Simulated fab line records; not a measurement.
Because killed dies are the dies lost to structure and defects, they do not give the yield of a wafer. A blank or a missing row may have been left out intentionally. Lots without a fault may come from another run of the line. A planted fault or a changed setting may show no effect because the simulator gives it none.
fab line records -- flow gf180mcu
[record] lots = 14, wafers = 42, last_day = 34
route steps=602 shown SAB@264 CONTACT@291 V1@360 V2@383
lots that met no fault: taken from a fault-free run of the same line
start_h: hours from the record's first day to the start of the lot's first wafer shown -- wait_h: time in hours since the lot's previous step -- " as in the row above -- L1.1+2: one row covering several wafers at once -- - either no value or no given start -- * or withheld: withheld -- < > ~ a bound
route shown NAME@n: NAME is a module with steps in the file, n the number in the route of the first one -- usual: mean/standard deviation taken from wafers without a fault -- same: alike in all rows -- chamber/n: place in a boat -- sites: per-site readings -- _std_site: their standard deviation -- _edge_site: inner sites' mean taken away from outer sites' mean -- radius_mm: how far each site lies from the wafer's centre -- mask NAME#n: copy n -- behind: the most recent tool/chamber to have shaped the wafer -- hold: cause of the lot's hold/its duration in hours/its outcome -- device: whichever transistor did not switch (one of n, p or np) -- end of line: the same wafers' tests at the end of the route -- a step with no rows: only its recipe -- killed: dies lost to structure and defects at the first sort, not the wafer's yield -- map: a wafer's dies, x killed, . not, _ none there
set.NAME: setting as actually run; set.NAME@STEP: the setting as run at that earlier step -- model.NAME: the simulator's own value behind a step, which no gauge read
a sample of lots followed through the steps of the route, with each step as a table and each wafer as a row
services: the hour from which a tool's chamber was out of use, counted from the record's first day as start_h (under 0 if before that day), plus the number of hours and why
[[steps]]
[step GF_SAB_CVD_00]
[recipe] material = SiO2, target_thk_nm = 50, precursor = TEOS, temp_c = 400, time_s = 4.9302, rf_w = 600
[usual] heater_power_w = 680/73, susceptor_temp_C = 400.00/0.2
lot.wafer,tool,chamber,start_h,wait_h,heater_power_w,susceptor_temp_C
L719.1,pecvd-04,1,319.85,0.1,631,400.09
L719.4,pecvd-04,1,319.85,0.1,627,400.20
L719.6,pecvd-04,0,319.85,0.1,765,400.04
L721.1,pecvd-02,1,332.42,0.1,676,399.98
L721.2,pecvd-02,2,332.42,0.1,847,400.21
L721.5,pecvd-02,2,332.42,0.1,816,399.70
L723.1,pecvd-04,1,352.62,0.1,595,400.05
L723.4,pecvd-04,2,352.62,0.1,707,400.05
L723.5,pecvd-04,0,352.62,0.1,776,399.81
L724.3,pecvd-02,2,361.52,0.1,802,399.83
L724.4,pecvd-02,1,361.52,0.1,643,400.36
L724.6,pecvd-02,0,361.52,0.1,606,400.09
L725.1,pecvd-02,0,363.67,0.1,584,399.95
L725.3,pecvd-02,1,363.67,0.1,733,400.36
L725.5,pecvd-02,2,363.67,0.1,795,399.88
L726.1,pecvd-04,2,374.06,0.1,738,399.70
L726.2,pecvd-04,1,374.06,0.1,637,399.92
L726.4,pecvd-04,1,374.06,0.1,626,399.94
L730.2,pecvd-02,1,409.27,0.1,743,399.40
L730.3,pecvd-02,2,409.27,0.1,755,400.24
L730.4,pecvd-02,1,409.27,0.1,760,399.87
L734.1,pecvd-04,0,445.41,0.1,699,399.67
L734.2,pecvd-04,2,445.41,0.1,660,399.56
L734.3,pecvd-04,1,445.41,0.1,665,399.96
L735.2,pecvd-04,0,453.66,0.1,750,399.93
L735.4,pecvd-04,0,453.66,0.1,753,400.05
L735.5,pecvd-04,0,453.66,0.1,744,399.97
L736.1,pecvd-01,1,462.26,0.1,621,399.83
L736.3,pecvd-01,2,462.26,0.1,747,399.79
L736.4,pecvd-01,1,462.26,0.1,609,400.09
L737.1,pecvd-04,1,470.91,0.1,560,399.80
L737.2,pecvd-04,0,470.91,0.1,747,399.94
L737.5,pecvd-04,1,470.91,0.1,568,400.04
L739.1,pecvd-02,2,494.95,0.1,744,400.18
L739.2,pecvd-02,1,494.95,0.1,739,399.99
L739.6,pecvd-02,0,494.95,0.1,591,399.96
L741.1,pecvd-01,2,511.25,0.1,737,400.39
L741.3,pecvd-01,0,511.25,0.1,673,399.52
L741.5,pecvd-01,2,511.25,0.1,742,400.19
L742.1,pecvd-02,0,511.48,0.1,604,399.68
L742.3,pecvd-02,1,511.48,0.1,621,399.95
L742.6,pecvd-02,1,511.48,0.1,653,400.18
[step GF_SAB_THK_MEAS_01]
[recipe] reads = SiO2_of_SAB_CVD_00
[usual] SAB_CVD_00_THK = 50.1/0.77
lot.wafer,tool,chamber,start_h,wait_h,SAB_CVD_00_THK[nm]
L719.1,film_metro-04,-,319.87,0.0,51.0
L719.4,film_metro-04,-,319.87,0.0,50.6
L719.6,film_metro-04,-,319.87,0.0,50.3
L721.1,film_metro-04,-,332.44,0.0,49.5
L721.2,film_metro-04,-,332.44,0.0,50.4
L721.5,film_metro-04,-,332.44,0.0,50.5
L723.1,film_metro-03,-,352.64,0.0,50.4
L723.4,film_metro-03,-,352.64,0.0,51.4
L723.5,film_metro-03,-,352.64,0.0,51.8
L724.3,film_metro-02,-,361.56,0.0,49.0
L724.4,film_metro-02,-,361.56,0.0,49.0
L724.6,film_metro-02,-,361.56,0.0,50.2
L725.1,film_metro-02,-,363.69,0.0,49.2
L725.3,film_metro-02,-,363.69,0.0,49.2
L725.5,film_metro-02,-,363.69,0.0,50.3
L726.1,film_metro-02,-,374.08,0.0,50.6
L726.2,film_metro-02,-,374.08,0.0,50.4
L726.4,film_metro-02,-,374.08,0.0,51.0
L730.2,film_metro-02,-,409.31,0.0,48.4
L730.3,film_metro-02,-,409.31,0.0,49.9
L730.4,film_metro-02,-,409.31,0.0,49.6
L734.1,film_metro-03,-,445.43,0.0,43.6
L734.2,film_metro-03,-,445.43,0.0,43.6
L734.3,film_metro-03,-,445.43,0.0,42.8
L735.2,film_metro-03,-,453.70,0.0,43.3
L735.4,film_metro-03,-,453.70,0.0,44.6
L735.5,film_metro-03,-,453.70,0.0,44.9
L736.1,film_metro-04,-,462.28,0.0,49.7
L736.3,film_metro-04,-,462.28,0.0,49.8
L736.4,film_metro-04,-,462.28,0.0,50.4
L737.1,film_metro-02,-,470.93,0.0,43.0
L737.2,film_metro-02,-,470.93,0.0,42.6
L737.5,film_metro-02,-,470.93,0.0,43.3
L739.1,film_metro-04,-,494.97,0.0,49.4
L739.2,film_metro-04,-,494.97,0.0,49.6
L739.6,film_metro-04,-,494.97,0.0,51.0
L741.1,film_metro-03,-,511.26,0.0,50.5
L741.3,film_metro-03,-,511.26,0.0,50.2
L741.5,film_metro-03,-,511.26,0.0,52.0
L742.1,film_metro-02,-,511.50,0.0,49.7
L742.3,film_metro-02,-,511.50,0.0,49.5
L742.6,film_metro-02,-,511.50,0.0,50.5
[step GF_CONTACT_CMP_04]
[recipe] material = SiO2, down_force_psi = 4, platen_rpm = 60, pad_velocity_m_s = 0.94248
[usual] motor_current_A = 12.0/1.3, retaining_ring_pressure_frac = 1.000/0.0044, time_to_endpoint_s = 108/7.6
lot.wafer,tool,chamber,start_h,wait_h,motor_current_A,retaining_ring_pressure_frac,time_to_endpoint_s
L719.1,cmp-02,3,341.44,0.1,11.2,1.002,102
L719.4,cmp-02,0,341.44,0.1,13.5,0.995,122
L719.6,cmp-02,1,341.44,0.1,11.1,1.002,110
L721.2,cmp-02,2,354.49,0.0,10.4,0.992,109
L721.1,cmp-02,3,354.49,0.0,11.6,0.999,100
L721.5,cmp-02,2,354.49,0.0,10.4,0.994,117
L723.4,cmp-01,3,375.16,0.1,13.4,1.004,123
L723.1,cmp-01,0,375.16,0.1,12.9,0.997,113
L723.5,cmp-01,2,375.16,0.1,10.9,0.995,104
L724.4,cmp-02,2,385.04,0.1,10.8,1.007,113
L724.3,cmp-02,0,385.04,0.1,14.3,1.007,119
L724.6,cmp-02,2,385.04,0.1,10.2,0.995,122
L725.1,cmp-01,2,386.98,0.1,11.0,0.996,102
L725.3,cmp-01,3,386.98,0.1,13.9,0.995,110
L725.5,cmp-01,2,386.98,0.1,11.2,0.994,108
L726.1,cmp-02,1,398.19,0.1,10.7,1.003,114
L726.2,cmp-02,2,398.19,0.1,10.0,0.998,110
L726.4,cmp-02,3,398.19,0.1,12.2,1.001,110
L730.4,cmp-02,0,434.49,0.2,13.9,1.001,113
L730.2,cmp-02,2,434.49,0.2,10.4,1.000,110
L730.3,cmp-02,3,434.49,0.2,12.1,1.001,98
L734.1,cmp-02,0,471.03,0.1,14.1,1.003,109
L734.2,cmp-02,1,471.03,0.1,11.1,0.998,99
L734.3,cmp-02,3,471.03,0.1,12.1,1.002,98
L735.2,cmp-01,1,478.60,0.0,12.3,0.993,107
L735.4,cmp-01,0,478.60,0.0,12.9,1.001,116
L735.5,cmp-01,1,478.60,0.0,12.3,0.992,107
L736.4,cmp-01,0,487.65,0.0,12.1,0.994,109
L736.1,cmp-01,1,487.65,0.0,12.3,1.012,97
L736.3,cmp-01,3,487.65,0.0,13.1,1.002,106
L737.2,cmp-01,0,495.50,0.1,12.8,1.002,103
L737.1,cmp-01,1,495.50,0.1,12.9,0.999,98
L737.5,cmp-01,3,495.50,0.1,14.5,0.997,114
L739.1,cmp-02,1,519.32,0.1,11.0,0.994,102
L739.2,cmp-02,3,519.32,0.1,12.1,0.996,104
L739.6,cmp-02,1,519.32,0.1,10.6,1.004,113
L741.1,cmp-02,0,535.45,0.1,13.1,1.003,114
L741.3,cmp-02,1,535.45,0.1,10.7,1.009,98
L741.5,cmp-02,2,535.45,0.1,9.9,0.999,113
L742.3,cmp-01,3,535.86,0.1,13.4,0.999,105
L742.1,cmp-01,1,535.86,0.1,12.4,1.009,96
L742.6,cmp-01,0,535.86,0.1,12.7,0.991,106
[step GF_V1_THK_MEAS_25]
[recipe] thk_meas_gauge = xrf, reads = W_of_V1_CVD_23
[usual] V1_W_THK = 356/7.8
lot.wafer,tool,chamber,start_h,wait_h,V1_W_THK[nm]
L719.1,film_metro-02,-,412.77,0.1,367
L719.4,film_metro-02,-,412.77,0.1,369
L719.6,film_metro-02,-,412.77,0.1,353
L721.1,film_metro-04,-,426.82,0.1,348
L721.2,film_metro-04,-,426.82,0.1,366
L721.5,film_metro-04,-,426.82,0.1,366
L723.1,film_metro-02,-,449.87,0.1,352
L723.4,film_metro-02,-,449.87,0.1,366
L723.5,film_metro-02,-,449.87,0.1,350
L724.3,film_metro-02,-,459.76,0.1,353
L724.4,film_metro-02,-,459.76,0.1,341
L724.6,film_metro-02,-,459.76,0.1,352
L725.1,film_metro-04,-,462.06,0.1,343
L725.3,film_metro-04,-,462.06,0.1,348
L725.5,film_metro-04,-,462.06,0.1,342
L726.1,film_metro-02,-,473.58,0.1,346
L726.2,film_metro-02,-,473.58,0.1,362
L726.4,film_metro-02,-,473.58,0.1,344
L730.2,film_metro-04,-,509.92,0.1,368
L730.3,film_metro-04,-,509.92,0.1,365
L730.4,film_metro-04,-,509.92,0.1,350
L734.1,film_metro-03,-,545.21,0.1,366
L734.2,film_metro-03,-,545.21,0.1,351
L734.3,film_metro-03,-,545.21,0.1,347
L735.2,film_metro-03,-,552.29,0.1,355
L735.4,film_metro-03,-,552.29,0.1,370
L735.5,film_metro-03,-,552.29,0.1,358
L736.1,film_metro-02,-,561.12,0.1,346
L736.3,film_metro-02,-,561.12,0.1,346
L736.4,film_metro-02,-,561.12,0.1,348
L737.1,film_metro-03,-,567.65,0.1,356
L737.2,film_metro-03,-,567.65,0.1,354
L737.5,film_metro-03,-,567.65,0.1,352
L739.1,film_metro-03,-,589.87,0.1,362
L739.2,film_metro-03,-,589.87,0.1,354
L739.6,film_metro-03,-,589.87,0.1,361
L741.1,film_metro-03,-,604.94,0.1,358
L741.3,film_metro-03,-,604.94,0.1,365
L741.5,film_metro-03,-,604.94,0.1,367
L742.1,film_metro-04,-,605.63,0.1,357
L742.3,film_metro-04,-,605.63,0.1,361
L742.6,film_metro-04,-,605.63,0.1,363
[step GF_V2_THK_MEAS_01]
[recipe] reads = SiO2_of_V2_CVD_00
[usual] V2_CVD_00_THK = 595/9.6
lot.wafer,tool,chamber,start_h,wait_h,V2_CVD_00_THK[nm]
L719.1,film_metro-03,-,438.52,0.0,613
L719.4,film_metro-03,-,438.52,0.0,585
L719.6,film_metro-03,-,438.52,0.0,606
L721.1,film_metro-04,-,452.51,0.0,590
L721.2,film_metro-04,-,452.51,0.0,591
L721.5,film_metro-04,-,452.51,0.0,584
L723.1,film_metro-04,-,475.91,0.0,612
L723.4,film_metro-04,-,475.91,0.0,585
L723.5,film_metro-04,-,475.91,0.0,616
L724.3,film_metro-01,-,485.17,0.1,584
L724.4,film_metro-01,-,485.17,0.1,591
L724.6,film_metro-01,-,485.17,0.1,597
L725.1,film_metro-03,-,487.68,0.0,588
L725.3,film_metro-03,-,487.68,0.0,588
L725.5,film_metro-03,-,487.68,0.0,595
L726.1,film_metro-04,-,499.03,0.0,600
L726.2,film_metro-04,-,499.03,0.0,591
L726.4,film_metro-04,-,499.03,0.0,583
L730.2,film_metro-03,-,534.56,0.0,582
L730.3,film_metro-03,-,534.56,0.0,586
L730.4,film_metro-03,-,534.56,0.0,576
L734.1,film_metro-04,-,568.90,0.0,582
L734.2,film_metro-04,-,568.90,0.0,579
L734.3,film_metro-04,-,568.90,0.0,592
L735.2,film_metro-03,-,575.32,0.0,585
L735.4,film_metro-03,-,575.32,0.0,591
L735.5,film_metro-03,-,575.32,0.0,600
L736.1,film_metro-04,-,584.06,0.0,596
L736.3,film_metro-04,-,584.06,0.0,593
L736.4,film_metro-04,-,584.06,0.0,599
L737.1,film_metro-04,-,590.79,0.0,607
L737.2,film_metro-04,-,590.79,0.0,608
L737.5,film_metro-04,-,590.79,0.0,612
L739.1,film_metro-01,-,611.98,0.0,609
L739.2,film_metro-01,-,611.98,0.0,599
L739.6,film_metro-01,-,611.98,0.0,604
L741.1,film_metro-01,-,627.09,0.0,599
L741.3,film_metro-01,-,627.09,0.0,604
L741.5,film_metro-01,-,627.09,0.0,597
L742.1,film_metro-01,-,628.09,0.0,603
L742.3,film_metro-01,-,628.09,0.0,588
L742.6,film_metro-01,-,628.09,0.0,595
[[services]]
tool,chamber,start_h,hours,kind
cmp-02,-,309.27,3.8,repair
pecvd-04,2,333.33,2.2,repair
cmp-01,-,342.68,2.4,repair
cmp-01,-,357.99,4.2,pm
cmp-02,-,366.50,1.8,repair
pecvd-01,-,368.88,14.0,pm
pecvd-01,0,368.88,14.0,vent_cycle
pecvd-01,1,368.88,14.0,vent_cycle
pecvd-01,2,368.88,14.0,vent_cycle
cmp-02,-,371.28,1.8,repair
pecvd-01,0,382.88,-,clean
cmp-02,-,388.35,2.3,repair
cmp-01,-,404.00,4.0,pm
pecvd-04,-,405.22,0.9,repair
cmp-01,-,408.00,-,consumable_replace:conditioner
cmp-01,-,408.00,-,consumable_replace:pad
pecvd-02,0,408.19,6.1,repair
pecvd-01,-,426.11,1.7,repair
pecvd-04,1,445.84,10.6,repair
cmp-01,-,459.05,0.8,repair
cmp-02,-,471.38,0.7,repair
pecvd-02,0,495.26,13.4,repair
cmp-01,-,514.67,0.4,repair
cmp-02,-,528.09,3.6,pm
[[key]]
[first_sign] step = GF_SAB_THK_MEAS_01, reading = SAB_CVD_00_THK, direction = down, sigmas = 8.5, usual = 50.1, struck = 43.5
effect none on later readings
met_at GF_SAB_CVD_00
struck_lots L734,L735,L737
tester_left_out L734,L735,L737
not_acting_at GF_CONTACT_CMP_04,GF_V1_THK_MEAS_25,GF_V2_THK_MEAS_01
onset_between 374.06 445.41
[fault] kind = process_parameter_drift, tool = pecvd-04, chamber = -, onset_h = 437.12, steps = GF_SAB_CVD_00, channel = target_thk_nm, offset = -6.6362, shape = step, end_h = 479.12, acts_in = these_recipes_only, stated = 50
// tester_left_out: of these lots the tester's yield and bins aren't shown, on N5 and GAA mostly nor the transistor test; their killed dies are dies lost to structure and defects alone, not to doping, threshold or leakage, so they don't give the yield
